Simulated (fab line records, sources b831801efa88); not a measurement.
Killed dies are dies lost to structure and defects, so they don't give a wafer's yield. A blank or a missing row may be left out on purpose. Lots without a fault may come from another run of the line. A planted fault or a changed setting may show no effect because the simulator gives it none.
fab line records | flow gf180mcu
record lots=5 wafers=15 last_day=33
route steps=602 shown VT_IMPLANT@135 MVSD@136 NWELL@137 LVPWELL@138 MVPSD@139 DUAL_GATE@141 POLY_GATE@157
lots that met no fault: from a run of the same line without faults
start_h: hours from the record's first day to the start of the lot's first wafer shown | wait_h: hours since the lot's step before | " the same as in the row above | L1.1+2: a row that stands for several wafers | - no value, or no start given | * or withheld: withheld | < > ~ a bound
route shown NAME@n: a module of which the file shows steps, and the number in the route of the first | usual: mean/standard deviation of fault-free wafers | same: alike in all rows | chamber/n: place in a boat | sites: the reading at each site | _std_site: their standard deviation | _edge_site: outer sites' mean less inner sites' | radius_mm: how far each site lies from the wafer's centre | mask NAME#n: copy n | behind: the tool/chamber that last shaped the wafer | hold: why the lot was held/for how many hours/how that ended | device: the transistor (n, p or np) that didn't switch | end of line: the same wafers' tests at the end of the route | a step without rows: its recipe alone | killed: dies lost to structure and defects at the first sort, not the wafer's yield | map: a wafer's dies, x killed, . not, _ none there
set.NAME: the setting as run; set.NAME@STEP: as run at that earlier step | model.NAME: the simulator's own value behind a step, which no gauge read
lots at some steps of the route; a table a step, a row a wafer
services: from which hour (start_h, from the record's first day; less than 0 if before it) a tool's chamber was out of use, for how many hours, and why
## steps
# step GF_VT_IMPLANT_RTA_45
# recipe temp_c=1050 time_s=30 ambient=N2
# usual lamp_power_pct=38/3.4 wafer_temp_C_max=1057.5/2.4
# same time_s=30
# columns lot.wafer tool chamber start_h wait_h lamp_power_pct wafer_temp_C_max
L080.2 rtp_anneal-01 0 204.75 0.0 41 1059.3
L080.4 " 0 " " 41 1057.8
L080.5 " 0 " " 41 1061.5
L083.1 rtp_anneal-02 0 215.19 0.0 34 1055.1
L083.2 " 0 " " 34 1054.9
L083.3 " 0 " " 34 1055.4
L085.1 rtp_anneal-02 0 231.79 0.0 34 1054.7
L085.2 " 0 " " 34 1055.3
L085.5 " 0 " " 34 1055.7
L091.2 rtp_anneal-01 0 270.55 0.0 41 1058.6
L091.5 " 0 " " 41 1057.6
L091.6 " 0 " " 41 1059.1
L093.2 rtp_anneal-02 0 284.47 0.0 34 1054.1
L093.4 " 0 " " 34 1054.2
L093.5 " 0 " " 34 1055.3
# step GF_VT_IMPLANT_RS_MEAS_46
# recipe thk_meas_gauge=four-point-probe
# usual MVSD_RS=456.8/1
# columns lot.wafer tool chamber start_h wait_h MVSD_RS[ohm/sq]
L080.2 film_metro-03 - 204.85 0.1 456.6
L080.4 " - " " 455.6
L080.5 " - " " 456.5
L083.1 film_metro-04 - 215.29 0.1 455.8
L083.2 " - " " 456.5
L083.3 " - " " 456.3
L085.1 film_metro-01 - 231.99 0.2 456.8
L085.2 " - " " 457.7
L085.5 " - " " 458.9
L091.2 film_metro-03 - 270.66 0.1 456.0
L091.5 " - " " 457.8
L091.6 " - " " 457.8
L093.2 film_metro-01 - 284.57 0.1 456.0
L093.4 " - " " 456.7
L093.5 " - " " 456.6
# step GF_VT_IMPLANT_RS_MEAS_47
# recipe thk_meas_gauge=four-point-probe
# usual NWELL_RS=488.2/1.1
# columns lot.wafer tool chamber start_h wait_h NWELL_RS[ohm/sq]
L080.2 film_metro-03 - 204.97 0.1 488.2
L080.4 " - " " 487.8
L080.5 " - " " 486.8
L083.1 film_metro-04 - 215.41 0.1 488.4
L083.2 " - " " 488.3
L083.3 " - " " 488.4
L085.1 film_metro-01 - 232.11 0.1 488.3
L085.2 " - " " 487.4
L085.5 " - " " 488.8
L091.2 film_metro-03 - 270.78 0.1 489.2
L091.5 " - " " 488.3
L091.6 " - " " 488.2
L093.2 film_metro-01 - 284.69 0.1 488.8
L093.4 " - " " 489.7
L093.5 " - " " 489.0
# step GF_VT_IMPLANT_RS_MEAS_48
# recipe thk_meas_gauge=four-point-probe
# usual LVPWELL_RS=1198/3.3
# columns lot.wafer tool chamber start_h wait_h LVPWELL_RS[ohm/sq]
L080.2 film_metro-03 - 205.09 0.1 1190
L080.4 " - " " 1194
L080.5 " - " " 1195
L083.1 film_metro-04 - 215.53 0.1 1198
L083.2 " - " " 1194
L083.3 " - " " 1195
L085.1 film_metro-01 - 232.23 0.1 1202
L085.2 " - " " 1202
L085.5 " - " " 1199
L091.2 film_metro-03 - 270.90 0.1 1197
L091.5 " - " " 1198
L091.6 " - " " 1199
L093.2 film_metro-01 - 284.81 0.1 1199
L093.4 " - " " 1201
L093.5 " - " " 1195
# step GF_VT_IMPLANT_RS_MEAS_49
# recipe thk_meas_gauge=four-point-probe
# usual MVPSD_RS=1169/3.1
# columns lot.wafer tool chamber start_h wait_h MVPSD_RS[ohm/sq]
L080.2 film_metro-03 - 205.21 0.1 1167
L080.4 " - " " 1166
L080.5 " - " " 1169
L083.1 film_metro-04 - 215.65 0.1 1170
L083.2 " - " " 1166
L083.3 " - " " 1168
L085.1 film_metro-01 - 232.35 0.1 1169
L085.2 " - " " 1172
L085.5 " - " " 1170
L091.2 film_metro-03 - 271.02 0.1 1163
L091.5 " - " " 1168
L091.6 " - " " 1167
L093.2 film_metro-01 - 284.93 0.1 1165
L093.4 " - " " 1165
L093.5 " - " " 1165
# step GF_VT_IMPLANT_WET_ETCH_50
# recipe chemistry=dHF target_depth_nm=20 target=SiO2 temp_c=25 dilution=100:1 time_s=400
# usual temp_c=24.98/0.1
# same time_s=400
# columns lot.wafer tool chamber start_h wait_h temp_c
L080.2 wet_bench-03 2 205.31 0.1 24.91
L080.4 " 2 " " 24.99
L080.5 " 2 " " 25.03
L083.1 wet_bench-02 3 215.77 0.1 24.85
L083.2 " 3 " " 24.92
L083.3 " 3 " " 24.92
L085.1 wet_bench-03 2 232.47 0.1 24.91
L085.2 " 2 " " 24.99
L085.5 " 2 " " 24.98
L091.2 wet_bench-04 2 271.12 0.1 25.02
L091.5 " 2 " " 24.96
L091.6 " 2 " " 25.03
L093.2 wet_bench-03 3 285.03 0.1 24.96
L093.4 " 3 " " 25.00
L093.5 " 3 " " 24.91
# step GF_DUAL_GATE_CLEAN_00
# recipe chemistry=SC1/SC2 mix=1:4:20 temp_c=70 time_s=150
# usual temp_c=69.99/0.12
# same time_s=150
# columns lot.wafer tool chamber start_h wait_h temp_c
L080.2 wet_bench-02 0 205.43 0.0 69.77
L080.4 " 0 " " 70.13
L080.5 " 0 " " 70.05
L083.1 wet_bench-03 3 215.89 0.0 69.90
L083.2 " 3 " " 69.86
L083.3 " 3 " " 69.83
L085.1 wet_bench-02 2 232.61 0.0 69.82
L085.2 " 2 " " 69.96
L085.5 " 2 " " 69.91
L091.2 wet_bench-03 0 271.24 0.0 69.90
L091.5 " 0 " " 70.06
L091.6 " 0 " " 70.09
L093.2 wet_bench-03 1 285.15 0.0 69.84
L093.4 " 1 " " 69.96
L093.5 " 1 " " 70.04
# step GF_DUAL_GATE_CLEAN_01
# recipe chemistry=dHF time_s=20 dilution=100:1 dry=ipa_marangoni
# same time_s=20
# columns lot.wafer tool chamber start_h wait_h
L080.2+4+5 wet_bench-04 0 205.48 0.0
L083.1+2+3 wet_bench-03 2 215.94 0.0
L085.1+2+5 wet_bench-04 3 232.66 0.0
L091.2+5+6 wet_bench-02 3 271.29 0.0
L093.2+4+5 wet_bench-03 1 285.20 0.0
# step GF_DUAL_GATE_OXIDATION_02
# recipe temp_c=900 ambient=O2 stabilise_s=600 purge_s=300 target_thk_a=108.87 ox_time_s=1602
# usual ox_temp_c=900.1/0.37 tube_center_temp_C=899.99/0.082
# columns lot.wafer tool chamber start_h wait_h ox_temp_c tube_center_temp_C
L080.2 furnace-01 0 206.51 1.0 900.2 899.98
L080.4 " 0 " " 900.2 900.06
L080.5 " 0 " " 899.9 899.93
L083.1 furnace-01 0 215.95 0.0 900.9 899.8
L083.2 " 0 " " 900.4 900.06
L083.3 " 0 " " 900.6 899.83
L085.1 furnace-02 0 232.67 0.0 900.6 900
L085.2 " 0 " " 899.5 899.92
L085.5 " 0 " " 900.5 900.19
L091.2 furnace-01 0 271.51 0.2 900.0 900
L091.5 " 0 " " 899.8 899.91
L091.6 " 0 " " 899.7 899.94
L093.2 furnace-02 0 285.71 0.5 899.7 900.07
L093.4 " 0 " " 899.8 899.91
L093.5 " 0 " " 900.4 899.99
# step GF_DUAL_GATE_THK_MEAS_03
# recipe reads=SiO2_of_DUAL_GATE_OXIDATION_02
# usual DUAL_GATE_OXIDATION_00_THK=10.87/0.2
# columns lot.wafer tool chamber start_h wait_h DUAL_GATE_OXIDATION_00_THK[nm]
L080.2 film_metro-03 - 207.97 0.0 10.76
L080.4 " - " " 10.85
L080.5 " - " " 10.81
L083.1 film_metro-02 - 217.40 0.0 11.08
L083.2 " - " " 10.98
L083.3 " - " " 10.84
L085.1 film_metro-03 - 234.12 0.0 10.87
L085.2 " - " " 10.82
L085.5 " - " " 10.91
L091.2 film_metro-02 - 272.97 0.0 11.01
L091.5 " - " " 11.15
L091.6 " - " " 10.97
L093.2 film_metro-04 - 287.17 0.0 10.90
L093.4 " - " " 11.07
L093.5 " - " " 10.95
# step GF_DUAL_GATE_DEHYDRATE_04
# recipe temp_c=200 time_s=60
# usual plate_temp_C=200.02/0.16
# same time_s=60
# columns lot.wafer tool chamber start_h wait_h plate_temp_C
L080.2 litho_track-03 0 216.40 8.4 200.07
L080.4 " 0 " " 199.87
L080.5 " 0 " " 199.80
L083.1 litho_track-03 0 225.37 8.0 200.41
L083.2 " 0 " " 200.09
L083.3 " 0 " " 200.06
L085.1 litho_track-03 0 241.27 7.1 199.96
L085.2 " 0 " " 199.89
L085.5 " 0 " " 200.04
L091.2 litho_track-03 0 282.50 9.5 199.86
L091.5 " 0 " " 199.90
L091.6 " 0 " " 200.12
L093.2 litho_track-01 0 296.91 9.7 199.93
L093.4 " 0 " " 199.96
L093.5 " 0 " " 200.30
# step GF_DUAL_GATE_HMDS_05
# recipe prime_time_s=60 prime_temp_c=120
# columns lot.wafer tool chamber start_h wait_h
L080.2+4+5 litho_track-03 0 216.55 0.1
L083.1+2+3 litho_track-03 0 225.52 0.1
L085.1+2+5 litho_track-03 0 241.42 0.1
L091.2+5+6 litho_track-03 0 282.65 0.1
L093.2+4+5 litho_track-01 0 297.06 0.1
# step GF_DUAL_GATE_COAT_06
# recipe resist=NOVOLAK spin_rpm=3000 resist_thk_nm=1000
# columns lot.wafer tool chamber start_h wait_h
L080.2+4+5 litho_track-03 0 216.70 0.1
L083.1+2+3 litho_track-03 0 225.67 0.1
L085.1+2+5 litho_track-03 0 241.57 0.1
L091.2+5+6 litho_track-03 0 282.80 0.1
L093.2+4+5 litho_track-01 0 297.21 0.1
# step GF_DUAL_GATE_SOFTBAKE_07
# recipe temp_c=90 time_s=60 resist=NOVOLAK
# usual plate_temp_C=89.97/0.11
# same time_s=60
# columns lot.wafer tool chamber start_h wait_h plate_temp_C
L080.2 litho_track-03 0 216.85 0.1 89.79
L080.4 " 0 " " 89.94
L080.5 " 0 " " 89.71
L083.1 litho_track-03 0 225.82 0.1 89.98
L083.2 " 0 " " 89.93
L083.3 " 0 " " 90.10
L085.1 litho_track-03 0 241.72 0.1 90.08
L085.2 " 0 " " 90.14
L085.5 " 0 " " 89.92
L091.2 litho_track-03 0 282.95 0.1 90.13
L091.5 " 0 " " 89.98
L091.6 " 0 " " 90.08
L093.2 litho_track-01 0 297.36 0.1 90.11
L093.4 " 0 " " 90.00
L093.5 " 0 " " 89.81
# step GF_DUAL_GATE_EXPOSE_08
# recipe mask_id=Dualgate target_cd_nm=700 na=0.6 source_shape=conventional sigma_outer=0.6 dose_mj=140
# usual focus_offset_nm=0.1/0.52
# columns lot.wafer tool chamber start_h wait_h mask focus_offset_nm
L080.2 iline_stepper-01 0 - - Dualgate#0 0.0
L080.4 " 0 " " Dualgate#0 0.1
L080.5 " 0 " " Dualgate#0 0.3
L083.1 iline_stepper-01 0 - - Dualgate#0 0.3
L083.2 " 0 " " Dualgate#0 0.7
L083.3 " 0 " " Dualgate#0 0.1
L085.1 iline_stepper-01 0 - - Dualgate#0 -0.7
L085.2 " 0 " " Dualgate#0 0.0
L085.5 " 0 " " Dualgate#0 -0.5
L091.2 iline_stepper-02 0 - - Dualgate#0 0.0
L091.5 " 0 " " Dualgate#0 0.7
L091.6 " 0 " " Dualgate#0 -0.2
L093.2 iline_stepper-01 0 - - Dualgate#0 1.5
L093.4 " 0 " " Dualgate#0 0.1
L093.5 " 0 " " Dualgate#0 0.7
# step GF_DUAL_GATE_PEB_09
# recipe temp_c=withheld time_s=* resist=NOVOLAK
# same time_s=*
# columns lot.wafer tool chamber start_h wait_h
L080.2+4+5 litho_track-04 0 - -
L083.1+2+3 litho_track-04 0 - -
L085.1+2+5 litho_track-01 0 - -
L091.2+5+6 litho_track-01 0 - -
L093.2+4+5 litho_track-04 0 - -
# step GF_DUAL_GATE_DEVELOP_10
# recipe develop_time_s=60 dev_temp_c=23
# columns lot.wafer tool chamber start_h wait_h
L080.2+4+5 litho_track-04 0 225.29 0.1
L083.1+2+3 litho_track-04 0 234.96 0.1
L085.1+2+5 litho_track-01 0 249.74 0.1
L091.2+5+6 litho_track-01 0 292.91 0.1
L093.2+4+5 litho_track-04 0 307.29 0.1
# step GF_DUAL_GATE_OVL_MEAS_11
# usual DUAL_GATE_OVL=1.0/1.2
# columns lot.wafer tool chamber start_h wait_h DUAL_GATE_OVL[nm]
L080.2 overlay-02 - 225.42 0.1 1.2
L080.4 " - " " 0.5
L080.5 " - " " 0.5
L083.1 overlay-01 - 235.11 0.1 1.8
L083.2 " - " " 2.0
L083.3 " - " " 2.7
L085.1 overlay-01 - 249.89 0.1 0.8
L085.2 " - " " 2.4
L085.5 " - " " 3.1
L091.2 overlay-01 - 293.05 0.1 1.1
L091.5 " - " " 1.2
L091.6 " - " " -0.1
L093.2 overlay-02 - 307.42 0.1 1.7
L093.4 " - " " 1.9
L093.5 " - " " 2.0
# step GF_DUAL_GATE_WET_ETCH_12
# recipe chemistry=dHF target_depth_nm=13 dry=n2_spin target=SiO2 temp_c=25 dilution=100:1 time_s=260
# usual temp_c=24.99/0.11
# same time_s=260
# columns lot.wafer tool chamber start_h wait_h temp_c
L080.2 wet_bench-02 3 225.45 0.0 24.82
L080.4 " 3 " " 25.08
L080.5 " 3 " " 25.04
L083.1 wet_bench-03 2 235.15 0.0 25.11
L083.2 " 2 " " 25.12
L083.3 " 2 " " 24.98
L085.1 wet_bench-03 0 249.93 0.0 24.94
L085.2 " 0 " " 24.99
L085.5 " 0 " " 24.83
L091.2 wet_bench-04 3 293.08 0.0 24.90
L091.5 " 3 " " 25.10
L091.6 " 3 " " 25.17
L093.2 wet_bench-02 2 307.45 0.0 24.97
L093.4 " 2 " " 24.82
L093.5 " 2 " " 24.88
# step GF_DUAL_GATE_STRIP_13
# recipe chemistry=O2/N2 power_w=1436 pressure_mtorr=1500 platen_temp_c=250 o2_flow_sccm=3000 n2_flow_sccm=300 overash_fraction=0.5
# usual chamber_pressure_mTorr=1499.9/1.3 drypump_motor_current_A=5.7/0.58 heater_power_w=341/30 oes_product_au=0.726/0.0047 strip_time_to_endpoint_s=12.382/0.03
# columns lot.wafer tool chamber start_h wait_h chamber_pressure_mTorr drypump_motor_current_A heater_power_w oes_product_au rf_hours_counter_h strip_time_to_endpoint_s
L080.2 plasma_asher-01 0 225.53 0.0 1500.7 6.4 333 0.718 11 12.368
L080.4 " 1 " " 1499.7 5.2 329 0.720 - 12.371
L080.5 " 0 " " 1500.0 6.4 332 0.726 - 12.359
L083.1 plasma_asher-01 0 235.25 0.0 1502.6 6.4 316 0.731 12 12.299
L083.2 " 1 " " 1498.1 5.1 340 0.724 12 12.321
L083.3 " 1 " " 1500.5 5.2 328 0.725 - 12.291
L085.1 plasma_asher-02 1 250.01 0.0 1498.8 4.7 363 0.726 61 12.387
L085.2 " 0 " " 1497.9 6.0 380 0.730 61 12.374
L085.5 " 0 " " 1502.1 6.0 373 0.719 - 12.425
L091.2 plasma_asher-02 1 293.16 0.0 1501.5 4.7 369 0.728 66 12.372
L091.5 " 0 " " 1498.0 6.0 391 0.719 - 12.377
L091.6 " 1 " " 1499.6 4.7 366 0.727 - 12.402
L093.2 plasma_asher-02 0 307.54 0.0 1502.5 6.0 387 0.715 68 12.382
L093.4 " 1 " " 1501.1 4.7 358 0.730 - 12.368
L093.5 " 1 " " 1501.5 4.7 365 0.732 - 12.390
# step GF_DUAL_GATE_CLEAN_14
# recipe chemistry=SC1/SC2 mix=1:4:20 temp_c=70 time_s=150 dry=n2_spin
# usual temp_c=70.01/0.12
# same time_s=150
# columns lot.wafer tool chamber start_h wait_h temp_c
L080.2 wet_bench-04 2 225.63 0.1 70.14
L080.4 " 2 " " 69.99
L080.5 " 2 " " 69.94
L083.1 wet_bench-04 2 235.35 0.1 69.87
L083.2 " 2 " " 69.94
L083.3 " 2 " " 69.94
L085.1 wet_bench-02 3 250.11 0.1 69.79
L085.2 " 3 " " 70.04
L085.5 " 3 " " 70.00
L091.2 wet_bench-02 0 293.26 0.1 70.10
L091.5 " 0 " " 70.09
L091.6 " 0 " " 70.13
L093.2 wet_bench-02 0 307.64 0.1 69.98
L093.4 " 0 " " 69.87
L093.5 " 0 " " 69.99
# step GF_DUAL_GATE_OXIDATION_15
# recipe temp_c=850 ambient=O2 stabilise_s=600 purge_s=300 target_thk_a=70.98 ox_time_s=1995
# usual ox_temp_c=850.0/0.38 tube_center_temp_C=849.99/0.067
# columns lot.wafer tool chamber start_h wait_h ox_temp_c tube_center_temp_C
L080.2 furnace-02 0 227.19 1.5 849.7 850
L080.4 " 0 " " 849.9 849.93
L080.5 " 0 " " 849.6 849.96
L083.1 furnace-02 0 235.67 0.3 850.1 849.93
L083.2 " 0 " " 850.2 849.9
L083.3 " 0 " " 850.2 849.99
L085.1 furnace-01 0 251.38 1.2 850.7 850.06
L085.2 " 0 " " 850.5 849.99
L085.5 " 0 " " 850.0 850.01
L091.2 furnace-02 0 294.19 0.9 848.8 849.92
L091.5 " 0 " " 849.5 849.93
L091.6 " 0 " " 849.6 850.07
L093.2 furnace-01 0 309.26 1.6 849.8 849.93
L093.4 " 0 " " 849.9 849.92
L093.5 " 0 " " 850.3 849.86
# step GF_POLY_GATE_CVD_00
# recipe material=poly-Si target_thk_nm=200 temp_c=620 time_s=1200 pressure_mtorr=200
# same time_s=1200
# columns lot.wafer tool chamber start_h wait_h
L080.2+4+5 lpcvd-02 0 229.24 0.5
L083.1+2+3 lpcvd-02 1 237.23 0.0
L085.1+2+5 lpcvd-02 0 252.93 0.0
L091.2+5+6 lpcvd-02 0 295.74 0.0
L093.2+4+5 lpcvd-02 1 310.81 0.0
# step GF_POLY_GATE_THK_MEAS_01
# recipe reads=poly-Si_of_POLY_GATE_CVD_00
# usual POLY_GATE_CVD_00_THK=200.6/1.7
# columns lot.wafer tool chamber start_h wait_h POLY_GATE_CVD_00_THK[nm]
L080.2 film_metro-02 - 230.58 0.0 202.0
L080.4 " - " " 202.0
L080.5 " - " " 201.0
L083.1 film_metro-03 - 238.56 0.0 203.3
L083.2 " - " " 201.8
L083.3 " - " " 201.4
L085.1 film_metro-03 - 254.26 0.0 201.9
L085.2 " - " " 202.4
L085.5 " - " " 202.3
L091.2 film_metro-01 - 297.09 0.0 200.0
L091.5 " - " " 200.4
L091.6 " - " " 200.1
L093.2 film_metro-01 - 312.16 0.0 199.4
L093.4 " - " " 201.0
L093.5 " - " " 199.8
# step GF_POLY_GATE_DEHYDRATE_02
# recipe temp_c=200 time_s=60
# usual plate_temp_C=200.01/0.17
# same time_s=60
# columns lot.wafer tool chamber start_h wait_h plate_temp_C
L080.2 litho_track-04 0 238.49 7.9 200.10
L080.4 " 0 " " 199.86
L080.5 " 0 " " 200.03
L083.1 litho_track-04 0 245.26 6.7 199.90
L083.2 " 0 " " 200.24
L083.3 " 0 " " 200.27
L085.1 litho_track-01 0 263.09 8.8 199.87
L085.2 " 0 " " 199.92
L085.5 " 0 " " 199.89
L091.2 litho_track-02 0 307.11 10.0 200.03
L091.5 " 0 " " 200.11
L091.6 " 0 " " 200.32
L093.2 litho_track-02 0 322.51 10.3 199.97
L093.4 " 0 " " 199.83
L093.5 " 0 " " 199.77
# step GF_POLY_GATE_HMDS_03
# recipe prime_time_s=60 prime_temp_c=120
# columns lot.wafer tool chamber start_h wait_h
L080.2+4+5 litho_track-04 0 238.64 0.1
L083.1+2+3 litho_track-04 0 245.41 0.1
L085.1+2+5 litho_track-01 0 263.24 0.1
L091.2+5+6 litho_track-02 0 307.26 0.1
L093.2+4+5 litho_track-02 0 322.66 0.1
# step GF_POLY_GATE_COAT_04
# recipe resist=BARC temp_c=withheld time_s=withheld spin_rpm=withheld resist_thk_nm=withheld
# columns lot.wafer tool chamber start_h wait_h
L080.2+4+5 litho_track-04 0 238.79 0.1
L083.1+2+3 litho_track-04 0 245.56 0.1
L085.1+2+5 litho_track-01 0 263.39 0.1
L091.2+5+6 litho_track-02 0 307.41 0.1
L093.2+4+5 litho_track-02 0 322.81 0.1
# step GF_POLY_GATE_COAT_05
# recipe resist=KrF spin_rpm=withheld resist_thk_nm=700
# columns lot.wafer tool chamber start_h wait_h
L080.2+4+5 litho_track-04 0 - -
L083.1+2+3 litho_track-04 0 - -
L085.1+2+5 litho_track-01 0 - -
L091.2+5+6 litho_track-02 0 - -
L093.2+4+5 litho_track-02 0 - -
# step GF_POLY_GATE_SOFTBAKE_06
# recipe temp_c=130 time_s=60 resist=KrF
# usual plate_temp_C=130.00/0.14
# same time_s=60
# columns lot.wafer tool chamber start_h wait_h plate_temp_C
L080.2 litho_track-04 0 - - 130.06
L080.4 " 0 " " 130.17
L080.5 " 0 " " 130.24
L083.1 litho_track-04 0 - - 129.67
L083.2 " 0 " " 129.85
L083.3 " 0 " " 129.76
L085.1 litho_track-01 0 - - 129.93
L085.2 " 0 " " 130.05
L085.5 " 0 " " 130.15
L091.2 litho_track-02 0 - - 130.15
L091.5 " 0 " " 130.26
L091.6 " 0 " " 130.19
L093.2 litho_track-02 0 - - 130.12
L093.4 " 0 " " 129.84
L093.5 " 0 " " 129.82
# step GF_POLY_GATE_EXPOSE_07
# recipe mask_id=Poly2 target_cd_nm=280 na=0.68 source_shape=conventional sigma_outer=0.6 dose_mj=28
# usual focus_offset_nm=0.0/0.48
# columns lot.wafer tool chamber start_h wait_h mask focus_offset_nm
L080.2 krf_scanner-02 0 - - Poly2#0 0.2
L080.4 " 0 " " Poly2#0 0.2
L080.5 " 0 " " Poly2#0 0.3
L083.1 krf_scanner-01 0 - - Poly2#0 -0.1
L083.2 " 0 " " Poly2#0 -0.1
L083.3 " 0 " " Poly2#0 0.4
L085.1 krf_scanner-02 0 - - Poly2#0 0.9
L085.2 " 0 " " Poly2#0 1.4
L085.5 " 0 " " Poly2#0 0.6
L091.2 krf_scanner-01 0 - - Poly2#0 0.3
L091.5 " 0 " " Poly2#0 0.5
L091.6 " 0 " " Poly2#0 -0.6
L093.2 krf_scanner-01 0 - - Poly2#0 0.2
L093.4 " 0 " " Poly2#0 -0.7
L093.5 " 0 " " Poly2#0 0.0
# step GF_POLY_GATE_PEB_08
# recipe peb_temp_c=135 peb_time_s=90 resist=KrF
# usual plate_temp_C=134.98/0.14
# columns lot.wafer tool chamber start_h wait_h plate_temp_C
L080.2 litho_track-01 0 - - 134.83
L080.4 " 0 " " 134.99
L080.5 " 0 " " 135.05
L083.1 litho_track-02 0 - - 135.12
L083.2 " 0 " " 134.83
L083.3 " 0 " " 135.14
L085.1 litho_track-02 0 - - 135.21
L085.2 " 0 " " 134.96
L085.5 " 0 " " 135.35
L091.2 litho_track-01 0 - - 134.97
L091.5 " 0 " " 134.96
L091.6 " 0 " " 134.85
L093.2 litho_track-02 0 - - 135.18
L093.4 " 0 " " 135.05
L093.5 " 0 " " 135.15
# step GF_POLY_GATE_DEVELOP_09
# recipe develop_time_s=60 resist=KrF dev_temp_c=21
# columns lot.wafer tool chamber start_h wait_h
L080.2+4+5 litho_track-01 0 246.72 0.2
L083.1+2+3 litho_track-02 0 255.53 0.2
L085.1+2+5 litho_track-02 0 273.53 0.2
L091.2+5+6 litho_track-01 0 317.36 0.2
L093.2+4+5 litho_track-02 0 333.31 0.2
# step GF_POLY_GATE_CD_MEAS_10
# recipe target_cd_nm=280
# usual cd_nm=279.9/1.1
# columns lot.wafer tool chamber start_h wait_h cd_nm
L080.2 cd_sem-01 - 246.86 0.1 278.9
L080.4 " - " " 281.0
L080.5 " - " " 278.7
L083.1 cd_sem-02 - 255.68 0.1 279.5
L083.2 " - " " 278.0
L083.3 " - " " 278.4
L085.1 cd_sem-01 - 273.68 0.1 280.9
L085.2 " - " " 278.7
L085.5 " - " " 279.9
L091.2 cd_sem-01 - 317.51 0.1 281.1
L091.5 " - " " 279.8
L091.6 " - " " 280.5
L093.2 cd_sem-02 - 333.45 0.1 281.2
L093.4 " - " " 279.8
L093.5 " - " " 279.2
# step GF_POLY_GATE_OVL_MEAS_11
# usual POLY_GATE_OVL=2/5.1
# columns lot.wafer tool chamber start_h wait_h POLY_GATE_OVL[nm]
L080.2 overlay-02 - 246.97 0.1 2
L080.4 " - " " 5
L080.5 " - " " -2
L083.1 overlay-01 - 255.80 0.1 -5
L083.2 " - " " -4
L083.3 " - " " 3
L085.1 overlay-01 - 273.80 0.1 3
L085.2 " - " " 5
L085.5 " - " " 10
L091.2 overlay-02 - 317.61 0.1 2
L091.5 " - " " 3
L091.6 " - " " 4
L093.2 overlay-01 - 333.56 0.1 2
L093.4 " - " " -6
L093.5 " - " " -4
# step GF_POLY_GATE_ETCH_12
# recipe chemistry=N2/H2 target_depth_a=withheld overetch_a=withheld time_s=withheld target=BARC ion_energy_ev=200 source_w=500 bias_w=100 pressure_mtorr=30 n2_flow_sccm=100 h2_flow_sccm=200
# usual chamber_pressure_mTorr=30.002/0.028 drypump_motor_current_A=5.7/0.41 oes_product_au=0.735/0.0048 throttle_valve_pct=13.213/0.0088
# columns lot.wafer tool chamber start_h wait_h chamber_pressure_mTorr drypump_motor_current_A oes_product_au throttle_valve_pct
L080.2 rie_diel-03 1 247.00 0.0 30.004 5.5 0.731 13.219
L080.4 " 2 " " 30.003 5.6 0.737 13.216
L080.5 " 3 " " 29.980 5.5 0.734 13.209
L083.1 rie_diel-03 1 255.84 0.0 30.018 5.5 0.734 13.209
L083.2 " 2 " " 29.996 5.6 0.742 13.218
L083.3 " 3 " " 29.993 5.5 0.725 13.218
L085.1 rie_diel-02 1 273.84 0.0 29.981 5.4 0.728 13.203
L085.2 " 2 " " 30.006 6.3 0.734 13.194
L085.5 " 2 " " 30.002 6.3 0.740 13.212
L091.2 rie_diel-01 2 317.64 0.0 30.008 5.7 0.738 13.223
L091.5 " 3 " " 30.030 5.9 0.739 13.216
L091.6 " 2 " " 29.993 5.7 0.731 13.211
L093.2 rie_diel-02 2 333.59 0.0 30.003 6.3 0.728 13.204
L093.4 " 3 " " 30.021 6.6 0.736 13.214
L093.5 " 3 " " 29.942 6.6 0.735 13.219
# step GF_POLY_GATE_ETCH_13
# recipe target=poly-Si target_depth_nm=198.5 stop_on=SiO2 over_etch_frac=0.403 chemistry=HBr/Cl2 icp_w=400 bias_w=100 pressure_mtorr=10 HBr_flow_sccm=150 Cl2_flow_sccm=50 time_s=69.6
# usual chamber_pressure_mTorr=10.000/0.0087 drypump_motor_current_A=5.8/0.59 mfc_cl2_sccm=50.00/0.16 oes_product_au=0.994/0.0067 throttle_valve_pct=33.685/0.009
# same time_s=69.6
# columns lot.wafer tool chamber start_h wait_h chamber_pressure_mTorr drypump_motor_current_A mfc_cl2_sccm oes_product_au rf_hours_counter_h throttle_valve_pct
L080.2 rie_si-01 1 247.05 - 10.004 5.6 49.72 0.998 49 33.694
L080.4 " 1 " " 10.005 5.6 50.20 0.990 - 33.674
L080.5 " 3 " " 10.006 6.0 50.23 0.995 - 33.688
L083.1 rie_si-02 3 255.89 - 10.005 4.8 50.18 0.989 3 33.675
L083.2 " 0 " " 9.986 5.5 50.07 1.002 3 33.701
L083.3 " 2 " " 9.999 6.1 50.25 0.991 84 33.689
L085.1 rie_si-02 1 273.89 - 10.011 5.0 49.89 0.984 87 33.691
L085.2 " 0 " " 10.009 5.5 49.60 1.011 3 33.708
L085.5 " 1 " " 9.995 5.0 49.91 0.992 - 33.689
L091.2 rie_si-02 1 317.70 - 10.000 5.0 50.17 0.989 88 33.682
L091.5 " 3 " " 10.000 4.8 50.15 0.988 - 33.679
L091.6 " 2 " " 9.986 6.1 49.97 0.990 - 33.695
L093.2 rie_si-01 3 333.64 - 10.011 6.0 49.94 0.994 1 33.682
L093.4 " 0 " " 10.015 6.8 50.12 0.992 41 33.670
L093.5 " 0 " " 10.001 6.8 50.07 0.985 - 33.689
## services
# columns tool chamber start_h hours kind
krf_scanner-01 - 182.78 1.0 pm
furnace-02 - 188.43 3.8 pm
rie_diel-03 0 204.89 30.0 repair
krf_scanner-02 - 205.35 1.3 repair
iline_stepper-01 - 207.26 1.7 pm
krf_scanner-02 - 214.27 0.8 pm
rie_diel-03 - 218.15 0.1 repair
rie_si-02 - 225.23 0.5 repair
rie_diel-02 1 227.92 9.8 repair
rie_si-01 - 233.22 0.3 repair
iline_stepper-01 - 235.67 2.1 pm
rie_diel-03 0 241.92 14.2 repair
rie_si-01 0 246.77 6.6 repair
rie_diel-02 1 256.77 6.2 repair
krf_scanner-01 - 259.15 5.0 repair
krf_scanner-02 - 264.19 1.0 pm
rie_diel-03 0 264.30 5.3 repair
plasma_asher-01 - 272.40 5.1 repair
wet_bench-02 - 282.65 4.2 repair
krf_scanner-02 - 289.93 1.2 repair
rie_diel-02 1 297.18 3.3 repair
krf_scanner-02 - 304.68 0.8 pm
lpcvd-02 - 331.08 2.0 repair
krf_scanner-01 - 333.34 1.3 pm
## key
fault none
